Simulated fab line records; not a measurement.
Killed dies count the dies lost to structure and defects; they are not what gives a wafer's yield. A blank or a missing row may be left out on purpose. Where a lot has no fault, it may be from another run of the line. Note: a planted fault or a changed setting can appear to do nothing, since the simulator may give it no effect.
Matching of chambers / flow gf180mcu / GF_MIM_CVD_05 on pecvd-03: 3 sister chambers
The step deposits Si3N4, target thk 42 nm, time 29.086 s. 22 wafers are shown with their chamber, then 11 later ones without.

## EACH WAFER AND ITS CHAMBER
wafer=L074.2; chamber=0; heater-power-outer-w (W)=393; heater-power-w (W)=664
wafer=L074.4; chamber=2; heater-power-outer-w (W)=446; heater-power-w (W)=723
wafer=L074.5; chamber=0; heater-power-outer-w (W)=397; heater-power-w (W)=653
wafer=L080.2; chamber=1; heater-power-outer-w (W)=354; heater-power-w (W)=638
wafer=L080.5; chamber=0; heater-power-outer-w (W)=432; heater-power-w (W)=698
wafer=L080.6; chamber=2; heater-power-outer-w (W)=388; heater-power-w (W)=648
wafer=L081.1; chamber=2; heater-power-outer-w (W)=343; heater-power-w (W)=572
wafer=L081.2; chamber=0; heater-power-outer-w (W)=429; heater-power-w (W)=712
wafer=L081.6; chamber=1; heater-power-outer-w (W)=301; heater-power-w (W)=590
wafer=L086.1; chamber=1; heater-power-outer-w (W)=365; heater-power-w (W)=672
wafer=L086.3; chamber=2; heater-power-outer-w (W)=345; heater-power-w (W)=594
wafer=L086.6; chamber=0; heater-power-outer-w (W)=400; heater-power-w (W)=653
wafer=L087.1; chamber=2; heater-power-outer-w (W)=359; heater-power-w (W)=607
wafer=L087.5; chamber=2; heater-power-outer-w (W)=355; heater-power-w (W)=586
wafer=L087.6; chamber=1; heater-power-outer-w (W)=313; heater-power-w (W)=602
wafer=L090.3; chamber=1; heater-power-outer-w (W)=335; heater-power-w (W)=609
wafer=L090.4; chamber=2; heater-power-outer-w (W)=359; heater-power-w (W)=597
wafer=L090.6; chamber=1; heater-power-outer-w (W)=337; heater-power-w (W)=625
wafer=L091.1; chamber=1; heater-power-outer-w (W)=331; heater-power-w (W)=618
wafer=L091.4; chamber=1; heater-power-outer-w (W)=339; heater-power-w (W)=615
wafer=L091.6; chamber=2; heater-power-outer-w (W)=334; heater-power-w (W)=573
wafer=L095.1; chamber=1; heater-power-outer-w (W)=370; heater-power-w (W)=687

SIGNATURES, as means of the wafers listed above
reading=heater-power-outer-w; chamber 0=410.20; chamber 1=338.33; chamber 2=366.12; scatter within a chamber=27.7
reading=heater-power-w; chamber 0=676.00; chamber 1=628.44; chamber 2=612.50; scatter within a chamber=39.2
Rule: distance of a wafer from a chamber = root of the sum over the readings of ((wafer's reading minus chamber's mean) / reading's scatter) squared. If the next closest chamber is less than 2 further off than the closest, the wafer can't be placed; otherwise it belongs to the closest. How the scatter is found: for the shown wafers, subtract from each reading the mean of its chamber, square and add these, divide the total by (wafers less chambers), then take the root.

## WAFERS WITH NO CHAMBER GIVEN
wafer=L095.4; heater-power-outer-w (W)=370; heater-power-w (W)=677
wafer=L095.6; heater-power-outer-w (W)=352; heater-power-w (W)=604
wafer=L094.1; heater-power-outer-w (W)=404; heater-power-w (W)=659
wafer=L094.4; heater-power-outer-w (W)=349; heater-power-w (W)=647
wafer=L094.5; heater-power-outer-w (W)=380; heater-power-w (W)=643
wafer=L096.3; heater-power-outer-w (W)=426; heater-power-w (W)=688
wafer=L096.4; heater-power-outer-w (W)=285; heater-power-w (W)=570
wafer=L096.6; heater-power-outer-w (W)=427; heater-power-w (W)=685
wafer=L097.2; heater-power-outer-w (W)=344; heater-power-w (W)=624
wafer=L097.5; heater-power-outer-w (W)=347; heater-power-w (W)=620
wafer=L097.6; heater-power-outer-w (W)=408; heater-power-w (W)=688

## CHAMBER TAKEN BY EACH
wafer=L095.4; from the rows above=can't be placed: 0 or 2 or 1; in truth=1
wafer=L095.6; from the rows above=can't be placed: 2 or 1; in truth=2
wafer=L094.1; from the rows above=can't be placed: 0 or 2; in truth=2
wafer=L094.4; from the rows above=can't be placed: 1 or 2 or 0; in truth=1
wafer=L094.5; from the rows above=can't be placed: 2 or 0 or 1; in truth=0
wafer=L096.3; from the rows above=0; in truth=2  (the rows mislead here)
wafer=L096.4; from the rows above=can't be placed: 1 or 2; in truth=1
wafer=L096.6; from the rows above=0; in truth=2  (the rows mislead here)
wafer=L097.2; from the rows above=can't be placed: 1 or 2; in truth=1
wafer=L097.5; from the rows above=can't be placed: 1 or 2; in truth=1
wafer=L097.6; from the rows above=0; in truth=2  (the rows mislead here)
Correctly placed: 0 of 11. Can't be placed from these rows: 8 (the true chamber is among the candidates in 8). 3 placed wrongly.
